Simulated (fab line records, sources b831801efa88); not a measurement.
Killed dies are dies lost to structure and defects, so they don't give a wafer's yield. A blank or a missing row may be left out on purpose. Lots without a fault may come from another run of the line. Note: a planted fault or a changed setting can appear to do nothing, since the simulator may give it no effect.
Lot-split experiment ; flow gf180mcu ; 23 wafers read from 5 lots, route of 602 steps

ABOUT THE SPLIT
At GF_V3_CVD_00 (deposits SiO2, target thk 600 nm, time 100 s), the setting sih4FlowSccm was moved away from the recipe's 60 sccm on 8 of the 23 wafers read, by -13.3% to +5.5%. The other wafers ran this setting at the recipe's value.

The file shows no step between the split and the reading.

THE READING
At GF_V3_THK_MEAS_01: V3_CVD_00_THK, given in nm. A value of 600 nm with a standard deviation of 6.6 nm is what fault-free wafers of this fab line usually give.

wafer;tool, chamber at the split;sih4FlowSccm as run, sccm;against the recipe;V3_CVD_00_THK, nm;against lot-mates on the recipe
L074.1;hdpcvd-02, 2;52.02;-13.3%;514;-80
L074.2;hdpcvd-02, 1;60;recipe;599;-
L074.4;hdpcvd-02, 2;52.02;-13.3%;517;-77
L074.5;hdpcvd-02, 0;52.02;-13.3%;520;-74
L074.6;hdpcvd-02, 1;60;recipe;589;-
L075.1;hdpcvd-02, 0;60;recipe;608;-
L075.3;hdpcvd-02, 2;60;recipe;605;-
L075.4;hdpcvd-02, 2,0;60;recipe;608;-
L075.5;hdpcvd-02, 2,0;60;recipe;608;-
L075.6;hdpcvd-02, 1;60;recipe;599;-
L082.1;hdpcvd-02, 2;60;recipe;598;-
L082.2;hdpcvd-02, 1;60;recipe;594;-
L082.3;hdpcvd-02, 0;62.65;+4.4%;621;+23
L082.5;hdpcvd-02, 0;62.65;+4.4%;637;+39
L082.6;hdpcvd-02, 2;60;recipe;602;-
L083.2;hdpcvd-02, 1;60;recipe;601;-
L083.3;hdpcvd-02, 0;63.29;+5.5%;649;+43
L083.4;hdpcvd-02, 1;63.29;+5.5%;633;+27
L083.5;hdpcvd-02, 2;60;recipe;611;-
L083.6;hdpcvd-02, 0;63.29;+5.5%;649;+43
L084.1;hdpcvd-01, 2;60;recipe;596;-
L084.2;hdpcvd-01, 0;60;recipe;594;-
L084.4;hdpcvd-01, 0;60;recipe;606;-
The file does not say which wafer passed through which chamber wherever a row lists several chambers: such a row stands for several wafers.

THE FIT
A straight line over all 23 wafers: V3_CVD_00_THK changes by +6.55 nm for each +1% of sih4FlowSccm; r = +0.98; the points scatter about the line by 7 nm.
The same after taking each lot's own level away (the mean of its wafers on the recipe; 23 wafers): +6.04 nm for each +1%; r = +0.99; scatter 5.7 nm.
Per that fit: largest sih4FlowSccm move, reading shift of 80 nm.
From 594.0 to 606.0 nm: that is the span of the lots' own levels, equal to 1.8 times the standard deviation above.
The two slopes are in agreement: the lot-to-lot level therefore moves the slope only a little.
Check: -78.5 nm against its lot-mates is what the line predicts for one of the wafers moved furthest among these (-13.3%) when that wafer is left out of the fit. It came out at -80 nm against them.

OTHER SPLITS ON THESE WAFERS
Before the reading, these wafers also passed through other splits. Each is held against what the fit with the lots' levels taken away leaves over:
other split on the same wafers;wafers away from the commonest value;r with V3_CVD_00_THK (lot level and that fit taken away)
GF_M2_METAL_ETCH_16 timeS;8;-0.14
GF_V2_CMP_04 leaveAboveRefNm;10;+0.12
GF_V2_ETCH_16 biasW;5;-0.15
GF_M3_SPUTTER_00 chamberPressurePa;18;+0.11
GF_M3_COAT_09 resistThkNm;5;+0.03

THE WHOLE CHAIN: every reading that the file lists as answering this split, in the file's order
step;what it does;reading;change (the file's fit);r (the file's)
GF_V3_CVD_00;deposits SiO2, target thk 600 nm, time 100 s;SiO2_of_V3_CVD_00.thkNm (the simulator's own value, which no gauge read);+6.04 nm for each +1% of the setting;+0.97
GF_V3_THK_MEAS_01;;V3_CVD_00_THK;+6.02 for each +1% of the setting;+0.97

THE FILE'S OWN FIT
V3_CVD_00_THK changes by +6.02 nm for each +1% of sih4FlowSccm, r = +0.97.
